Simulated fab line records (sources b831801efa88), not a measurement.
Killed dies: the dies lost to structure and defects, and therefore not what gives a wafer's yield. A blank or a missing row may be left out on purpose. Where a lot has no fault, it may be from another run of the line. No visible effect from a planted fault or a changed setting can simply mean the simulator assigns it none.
Struck lot and sound lot, side by side || flow gf180mcu || 14 steps out of a route of 602
Sound: wafers L742.3, L742.5, L742.6. Struck: wafers L755.3, L755.4, L755.5. The cause is named last.
For every step that has rows: the tool of each side, followed by ch and its chambers, followed by its first start. Under that, the readings that differ: sound wafers || struck wafers || difference of the means || sigmas: that difference in standard deviations of wafers without a fault.
alike: same words and numbers on both sides, and readings whose means sit less than 2 such deviations apart. not compared: any withheld reading, any reading some wafer has no value for, any bound like >300 that may hide the same value, and any number with overlapping values for which the record gives no deviation.
The two part at a step that has a row with sigmas, a row that says differs or no value, or rows on one side only. Non-overlapping numbers with no deviation appear without sigmas and do not part them. A reading that every wafer of one side lacks parts them only if that side has two wafers or more.

GF_TOP_METAL_METAL_ETCH_16: etches the open film in Cl2/BCl3, stops on SiO2, target depth 1197 nm, time 199.5 s.
  sound on rieMetal-03 ch 0, day 29 23:31; struck on rieMetal-01 ch 0,1, day 33 14:57
  alike: drypumpMotorCurrentA, oesProductAu, throttleValvePct
  not compared: rfHoursCounterH
GF_TOP_METAL_STRIP_17: strips in O2/N2.
  sound on plasmaAsher-03 ch 0,1, day 29 23:49; struck on plasmaAsher-04 ch 0,1, day 33 15:07
  alike: drypumpMotorCurrentA, heaterPowerW, oesProductAu, stripTimeToEndpointS
  not compared: rfHoursCounterH
then, 2 steps without rows for these wafers: GF_TOP_METAL_STRIP_18 (strips in post etch residue remover, time 1200 s); GF_TOP_METAL_CLEAN_19 (cleans in DIW).
GF_PASSIVATION_CVD_00: deposits SiO2 from TEOS, target thk 1000 nm, time 111.95 s.
  sound on pecvd-02 ch 0,1,2, day 30 00:19; struck on pecvd-02 ch 0,1, day 33 15:37
  alike: heaterPowerW
GF_PASSIVATION_THK_MEAS_01:
  struck on filmMetro-02, day 33 15:43; sound on filmMetro-04, day 30 00:24
  alike: PASSIVATION_CVD_00_THK
GF_PASSIVATION_CVD_02: deposits Si3N4, target thk 700 nm, time 486.18 s.
  sound on pecvd-01 ch 1,2, day 30 00:26; struck on pecvd-01 ch 0,1,2, day 33 15:45
  alike: heaterPowerW
GF_PASSIVATION_THK_MEAS_03:
  struck on filmMetro-02, day 33 16:03; sound on filmMetro-04, day 30 00:45
  alike: PASSIVATION_CVD_02_THK
then, 4 steps without rows for these wafers: GF_PASSIVATION_DEHYDRATE_04 (time 60 s); GF_PASSIVATION_HMDS_05 (prime time 60 s); GF_PASSIVATION_COAT_06 (resist thk 4000 nm); GF_PASSIVATION_SOFTBAKE_07.
GF_PASSIVATION_EXPOSE_08: exposes mask Pad, target cd 40000 nm.
  struck on ilineStepper-02, day 33 23:36; sound on ilineStepper-01 ch 0, day 30 10:43
  no value came back on the struck wafers for exposureDoseMJCm2, focusOffsetNm (nm); on the sound wafers exposureDoseMJCm2 reads 309.73 309.59 309.97
  alike: mask
then, 1 step without rows for these wafers: GF_PASSIVATION_PEB_09.

WHERE THEY PART
Only at GF_PASSIVATION_EXPOSE_08, within this record.

WHY: what the simulator had put in
Whole step skipped at GF_PASSIVATION_EXPOSE_08 on ilineStepper-02, starting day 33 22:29. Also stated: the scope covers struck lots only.
